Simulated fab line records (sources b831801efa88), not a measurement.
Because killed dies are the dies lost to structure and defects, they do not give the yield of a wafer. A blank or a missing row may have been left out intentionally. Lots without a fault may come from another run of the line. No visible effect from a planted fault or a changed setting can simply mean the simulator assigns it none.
fab line records	flow gf180mcu
record: lots: 12	wafers: 36	last_day: 34
route steps=602 shown M2@379 V2@386 M3@421 V3@434
lots that met no fault: taken from a fault-free run of the same line
start_h: start of the lot's first displayed wafer, in hours after the record's first day	wait_h: hours from the lot's prior step to this one	" the same as in the row above	L1.1+2: several wafers, shown together as one row	- no value, or no start given	* or withheld: withheld	< > ~ a bound
route shown NAME@n: a module of which the file shows steps, and the number in the route of the first	usual: the fault-free wafers' mean and standard deviation	same: alike in all rows	chamber/n: place in a boat	sites: readings site by site	_std_site: their standard deviation	_edge_site: inner sites' mean taken away from outer sites' mean	radius_mm: for every site, how far away it sits from the centre of the wafer	mask NAME#n: copy n	behind: tool/chamber where the wafer was last shaped	hold: what put the lot on hold/how long, in hours/how the hold closed	device: the transistor (n, p or np) that didn't switch	end of line: the tests these same wafers got at the end of their route	a step with no rows: only its recipe	killed: dies that structure and defects cost at the first sort, which is not the same as the wafer's yield	map: per-die view of a wafer (x killed, . not killed, _ where there is no die)
set.NAME: the run value of the setting; set.NAME@STEP: its run value at that earlier step	model.NAME: the simulator's own value behind a step, which no gauge read
the route's steps for a sample of lots (tables are steps, rows are wafers)
services: when a tool's chamber went out of use (start_h, in hours from the record's first day, below 0 if earlier), for how many hours, and the reason
== steps ==
step: GF_M2_STRIP_17
recipe: chemistry: O2/N2	power_w: 1400	pressure_mtorr: 1500	platen_temp_c: 250	o2_flow_sccm: 3000	n2_flow_sccm: 300	overash_fraction: 0.5
usual: drypump_motor_current_A: 5.9/0.41	heater_power_w: 313/32	oes_product_au: 0.538/0.0053	strip_time_to_endpoint_s: 7.39/0.054
lot.wafer	tool	chamber	start_h	wait_h	drypump_motor_current_A	heater_power_w	oes_product_au	rf_hours_counter_h	strip_time_to_endpoint_s
L801.1	plasma_asher-04	0	436.83	0.1	6.4	362	0.544	77	7.37
L801.3	"	1	"	"	5.3	296	0.547	-	7.36
L801.5	"	0	"	"	6.4	368	0.539	-	7.38
L802.3	plasma_asher-01	1	451.99	0.1	6.0	298	0.532	-	7.36
L802.4	"	0	"	"	6.2	316	0.538	-	7.37
L802.5	"	1	"	"	5.9	286	0.528	-	7.34
L803.2	plasma_asher-03	0	455.86	0.1	6.2	266	0.544	35	7.46
L803.5	"	0	"	"	6.2	266	0.533	-	7.40
L803.6	"	1	"	"	5.8	324	0.541	-	7.41
L806.1	plasma_asher-04	1	482.33	0.1	5.3	289	0.535	82	7.38
L806.2	"	0	"	"	6.4	363	0.536	82	7.42
L806.5	"	0	"	"	6.4	371	0.545	-	7.39
L807.2	plasma_asher-03	1	488.77	0.1	5.8	323	0.536	38	7.41
L807.3	"	0	"	"	6.2	257	0.536	-	7.45
L807.4	"	1	"	"	5.7	325	0.539	-	7.39
L809.1	plasma_asher-04	1	512.87	0.1	5.3	292	0.549	86	7.46
L809.2	"	0	"	"	6.4	360	0.539	86	7.45
L809.3	"	0	"	"	6.4	361	0.543	-	7.40
L811.3	plasma_asher-01	1	531.61	0.1	5.9	293	0.531	-	7.33
L811.5	"	1	"	"	6.0	289	0.539	-	7.32
L811.6	"	0	"	"	6.2	312	0.536	-	7.38
L812.2	plasma_asher-03	0	535.09	0.1	6.2	267	0.536	43	7.43
L812.3	"	1	"	"	5.8	321	0.543	-	7.45
L812.6	"	1	"	"	5.8	328	0.531	-	7.44
L815.1	plasma_asher-01	1	557.83	0.1	5.9	294	0.539	15	7.39
L815.2	"	0	"	"	6.2	314	0.533	15	7.32
L815.3	"	0	"	"	6.2	320	0.531	-	7.33
L822.4	plasma_asher-04	1	607.54	0.1	5.3	289	0.546	-	7.46
L822.5	"	0	"	"	6.4	372	0.544	-	7.44
L822.6	"	1	"	"	5.3	295	0.537	-	7.45
L823.1	plasma_asher-01	1	623.52	0.1	5.9	291	0.541	21	7.45
L823.4	"	1	"	"	5.9	288	0.547	-	7.44
L823.5	"	0	"	"	6.2	317	0.537	-	7.42
L824.1	plasma_asher-04	1	627.28	0.1	5.3	296	0.541	102	7.35
L824.2	"	0	"	"	6.4	354	0.540	102	7.42
L824.4	"	1	"	"	5.3	292	0.530	-	7.32
step: GF_V2_CMP_04
recipe: material: SiO2	down_force_psi: 4	platen_rpm: 60	pad_velocity_m_s: 0.94248
usual: motor_current_A: 12.9/1.8	time_to_endpoint_s: 81/6.6
lot.wafer	tool	chamber	start_h	wait_h	motor_current_A	time_to_endpoint_s
L801.1	cmp-02	0	437.98	0.3	15.0	79
L801.3	"	1	"	"	15.0	72
L801.5	"	3	"	"	14.0	85
L802.4	cmp-02	0	452.87	0.1	14.1	80
L802.3	"	1	"	"	14.4	72
L802.5	"	0	"	"	14.5	79
L803.2	cmp-01	2	456.73	0.0	10.8	82
L803.5	"	2	"	"	11.5	84
L803.6	"	3	"	"	10.5	89
L806.1	cmp-02	3	483.20	0.1	14.6	80
L806.2	"	0	"	"	14.5	80
L806.5	"	0	"	"	14.2	85
L807.2	cmp-01	2	489.60	0.0	10.5	87
L807.4	"	3	"	"	9.9	80
L807.3	"	1	"	"	11.1	78
L809.1	cmp-02	1	513.74	0.1	14.6	74
L809.2	"	3	"	"	14.9	74
L809.3	"	0	"	"	13.4	80
L811.3	cmp-01	1	532.83	0.5	11.0	77
L811.5	"	3	"	"	10.4	91
L811.6	"	0	"	"	11.9	87
L812.2	cmp-01	0	535.94	0.1	12.3	73
L812.3	"	1	"	"	11.5	73
L812.6	"	0	"	"	11.8	82
L815.1	cmp-02	3	558.62	0.1	14.7	78
L815.3	"	1	"	"	14.5	75
L815.2	"	2	"	"	11.3	81
L822.4	cmp-01	3	608.40	0.1	10.1	89
L822.5	"	1	"	"	11.3	78
L822.6	"	2	"	"	11.3	89
L823.4	cmp-02	1	624.38	0.1	15.4	77
L823.1	"	2	"	"	11.5	87
L823.5	"	0	"	"	15.3	93
L824.2	cmp-01	3	628.33	0.3	10.5	82
L824.1	"	0	"	"	11.8	73
L824.4	"	1	"	"	11.7	79
step: GF_M3_PEB_12
recipe: peb_temp_c: 135	peb_time_s: 90	resist: KrF
usual: heater_power_total_W: 85.69/0.088	plate_temp_C: 134.97/0.14
lot.wafer	tool	chamber	start_h	wait_h	heater_power_total_W	plate_temp_C
L801.1	litho_track-03	0	487.79	-	85.57	135.26
L801.3	"	0	"	"	85.60	135.09
L801.5	"	0	"	"	85.68	135.02
L802.3	litho_track-02	0	502.74	-	85.78	134.89
L802.4	"	0	"	"	85.62	134.77
L802.5	"	0	"	"	85.60	134.68
L803.2	litho_track-03	0	506.02	-	85.82	134.96
L803.5	"	0	"	"	85.78	134.85
L803.6	"	0	"	"	85.65	134.99
L806.1	litho_track-03	0	531.54	-	85.74	135.17
L806.2	"	0	"	"	85.68	135.00
L806.5	"	0	"	"	85.54	134.84
L807.2	litho_track-04	0	537.93	-	85.68	134.92
L807.3	"	0	"	"	85.62	134.66
L807.4	"	0	"	"	85.61	134.85
L809.1	litho_track-03	0	560.49	-	85.74	135.17
L809.2	"	0	"	"	85.77	135.05
L809.3	"	0	"	"	85.58	135.03
L811.3	litho_track-02	0	578.74	-	85.65	134.92
L811.5	"	0	"	"	85.82	135.05
L811.6	"	0	"	"	85.73	134.91
L812.2	litho_track-04	0	581.53	-	85.62	134.88
L812.3	"	0	"	"	85.81	135.11
L812.6	"	0	"	"	85.58	135.01
L815.1	litho_track-02	0	603.57	-	88.35	138.30
L815.2	"	0	"	"	88.55	138.48
L815.3	"	0	"	"	88.20	138.18
L822.4	litho_track-02	0	651.17	-	88.48	138.23
L822.5	"	0	"	"	88.44	138.09
L822.6	"	0	"	"	88.40	137.95
L823.1	litho_track-03	0	665.83	-	85.69	135.16
L823.4	"	0	"	"	85.81	135.04
L823.5	"	0	"	"	85.61	135.00
L824.1	litho_track-04	0	670.44	-	85.72	134.76
L824.2	"	0	"	"	85.64	135.03
L824.4	"	0	"	"	85.67	134.95
step: GF_M3_CD_MEAS_14
recipe: target_cd_nm: 280
usual: cd_nm: 279.8/1
lot.wafer	tool	chamber	start_h	wait_h	cd_nm
L801.1	cd_sem-02	-	488.14	0.1	281.2
L801.3	"	-	"	"	280.7
L801.5	"	-	"	"	279.9
L802.3	cd_sem-01	-	503.06	0.1	280.5
L802.4	"	-	"	"	280.0
L802.5	"	-	"	"	280.0
L803.2	cd_sem-01	-	506.36	0.1	280.5
L803.5	"	-	"	"	280.5
L803.6	"	-	"	"	279.8
L806.1	cd_sem-02	-	531.89	0.1	280.8
L806.2	"	-	"	"	282.2
L806.5	"	-	"	"	281.7
L807.2	cd_sem-02	-	538.26	0.1	280.5
L807.3	"	-	"	"	279.8
L807.4	"	-	"	"	281.2
L809.1	cd_sem-02	-	560.84	0.1	280.1
L809.2	"	-	"	"	280.9
L809.3	"	-	"	"	280.4
L811.3	cd_sem-02	-	579.06	0.1	280.8
L811.5	"	-	"	"	280.6
L811.6	"	-	"	"	280.3
L812.2	cd_sem-01	-	581.86	0.1	279.2
L812.3	"	-	"	"	278.9
L812.6	"	-	"	"	280.6
L815.1	cd_sem-02	-	603.92	0.1	272.3
L815.2	"	-	"	"	272.8
L815.3	"	-	"	"	272.4
L822.4	cd_sem-01	-	651.48	0.1	271.8
L822.5	"	-	"	"	274.6
L822.6	"	-	"	"	272.0
L823.1	cd_sem-01	-	666.18	0.1	281.2
L823.4	"	-	"	"	280.6
L823.5	"	-	"	"	281.2
L824.1	cd_sem-02	-	670.79	0.1	277.3
L824.2	"	-	"	"	277.3
L824.4	"	-	"	"	276.6
step: GF_V3_BOW_MEAS_05
recipe: mode: bow
usual: V3_BOW: 116/9
lot.wafer	tool	chamber	start_h	wait_h	V3_BOW[um]
L801.1	film_metro-03	-	489.99	0.1	126
L801.3	"	-	"	"	124
L801.5	"	-	"	"	116
L802.3	film_metro-02	-	504.84	0.2	122
L802.4	"	-	"	"	118
L802.5	"	-	"	"	105
L803.2	film_metro-04	-	507.74	0.2	109
L803.5	"	-	"	"	124
L803.6	"	-	"	"	118
L806.1	film_metro-02	-	533.33	0.2	103
L806.2	"	-	"	"	121
L806.5	"	-	"	"	118
L807.2	film_metro-03	-	539.79	0.2	114
L807.3	"	-	"	"	106
L807.4	"	-	"	"	136
L809.1	film_metro-03	-	562.25	0.1	112
L809.2	"	-	"	"	113
L809.3	"	-	"	"	113
L811.3	film_metro-02	-	580.44	0.3	107
L811.5	"	-	"	"	109
L811.6	"	-	"	"	103
L812.2	film_metro-02	-	583.24	0.2	110
L812.3	"	-	"	"	120
L812.6	"	-	"	"	119
L815.1	film_metro-04	-	605.30	0.1	126
L815.2	"	-	"	"	119
L815.3	"	-	"	"	118
L822.4	film_metro-02	-	652.86	0.2	123
L822.5	"	-	"	"	121
L822.6	"	-	"	"	132
L823.1	film_metro-02	-	667.60	0.2	116
L823.4	"	-	"	"	121
L823.5	"	-	"	"	114
L824.1	film_metro-03	-	672.20	0.2	102
L824.2	"	-	"	"	107
L824.4	"	-	"	"	101
== services ==
tool	chamber	start_h	hours	kind
plasma_asher-01	-	421.25	9.0	pm
plasma_asher-01	0	421.25	17.1	vent_cycle
plasma_asher-01	1	421.25	17.1	vent_cycle
plasma_asher-01	-	421.36	1.3	repair
plasma_asher-01	-	426.72	11.7	repair
plasma_asher-01	0	430.25	-	clean
plasma_asher-01	1	430.25	-	clean
cmp-01	-	431.96	1.0	repair
plasma_asher-01	-	440.83	0.7	repair
plasma_asher-03	-	458.81	2.8	pm
cmp-02	-	472.61	2.6	repair
cmp-02	-	485.18	1.0	repair
cmp-01	-	515.14	7.2	pm
cmp-02	-	529.59	8.5	pm
cmp-01	-	572.10	4.0	pm
cmp-01	-	576.10	-	consumable_replace:conditioner
cmp-01	-	576.10	-	consumable_replace:pad
plasma_asher-01	-	577.50	13.9	pm
plasma_asher-01	-	627.11	14.6	pm
plasma_asher-01	-	643.93	7.2	repair
plasma_asher-03	-	662.30	2.3	repair
cmp-02	-	668.62	0.6	repair
== key ==
first_sign: step: GF_M3_PEB_12	reading: heater_power_total_W	direction: up	sigmas: 31	usual: 85.69	struck: 88.40
effect: step: GF_M3_PEB_12	reading: plate_temp_C	direction: up	sigmas: 23	usual: *	struck: *
effect: step: GF_M3_CD_MEAS_14	reading: cd_nm	direction: down	sigmas: 7.2	usual: 279.8	struck: 272.6	through: control_loop
met_at GF_M3_PEB_12
struck_lots L815,L822
loop_trim: step: GF_M3_EXPOSE_11	setting: dose	lots: L822
not_acting_at GF_M2_STRIP_17,GF_V2_CMP_04,GF_V3_BOW_MEAS_05
onset_between 578.74 603.57
fault: kind: process_parameter_drift	tool: litho_track-02	chamber: -	onset_h: 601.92	steps: GF_M3_PEB_12	channel: peb_temp_c	offset: *	shape: step	end_h: 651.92	acts_in: *	stated: *
loop_trim: a control loop set the setting to another value than it would have without faults
